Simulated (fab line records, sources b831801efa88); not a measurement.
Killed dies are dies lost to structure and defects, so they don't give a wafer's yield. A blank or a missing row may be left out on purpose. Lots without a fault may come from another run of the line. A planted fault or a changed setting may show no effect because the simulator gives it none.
One fault seen from 2 desks | flow gf180mcu | each desk has only its own numbers; what lay behind them comes last

THE TOOL OWNER'S DESK: litho_track-04
The tool's own readings at GF_V1_COAT_09 (resist thk 1000 nm): means of the sampled wafers that have a number, for each lot that ran on this tool. A lot is out of limits, marked OUT, if its mean lies more than 4 standard deviations from the usual mean; the brackets give that distance.
Columns: A = exhaust_pa at GF_V1_COAT_09, usual 45.1 Pa; B = resist_line_temp_C at GF_V1_COAT_09, usual 23.02 C
lot  | first seen here | A    | B
L225 | day 20 04:00    | 43.5 | 23.05
L227 | day 20 21:00    | 44.9 | 23.14
L229 | day 21 18:00    | 44.7 | 22.99
L240 | day 25 10:00    | 45.2 | 23.05
This desk's finding: nothing out of limits on any of the 4 lots.

THE METROLOGY DESK
What the gauges read, lot by lot, whatever tool the lot ran on: means of the sampled wafers that have a number. A lot is out of limits, marked OUT, if its mean lies more than 4 standard deviations from the usual mean; the brackets give that distance.
Columns: A = V1_CVD_00_THK at GF_V1_THK_MEAS_01, usual 603 nm; B = V1_CVD_02_THK at GF_V1_THK_MEAS_03, usual 849 nm; C = V1_BOW at GF_V1_BOW_MEAS_05, usual 82 um; D = cd_nm at GF_V1_CD_MEAS_14, usual 259.8 nm
lot  | first seen here | A   | B   | C  | D
L225 | day 19 16:09    | 597 | 850 | 75 | 260.8
L227 | day 20 08:49    | 599 | 854 | 74 | 259.2
L228 | day 20 17:41    | 613 | 843 | 86 | 262.1
L229 | day 21 05:29    | 603 | 860 | 79 | 258.4
L232 | day 22 09:21    | 594 | 850 | 78 | 259.3
L240 | day 24 23:09    | 601 | 859 | 80 | 258.4
This desk's finding: nothing out of limits on any of the 6 lots.

PUT TOGETHER
The tool owner's desk saw nothing out of limits.
The metrology desk saw nothing out of limits.

WHAT THE SIMULATOR HAD PUT IN
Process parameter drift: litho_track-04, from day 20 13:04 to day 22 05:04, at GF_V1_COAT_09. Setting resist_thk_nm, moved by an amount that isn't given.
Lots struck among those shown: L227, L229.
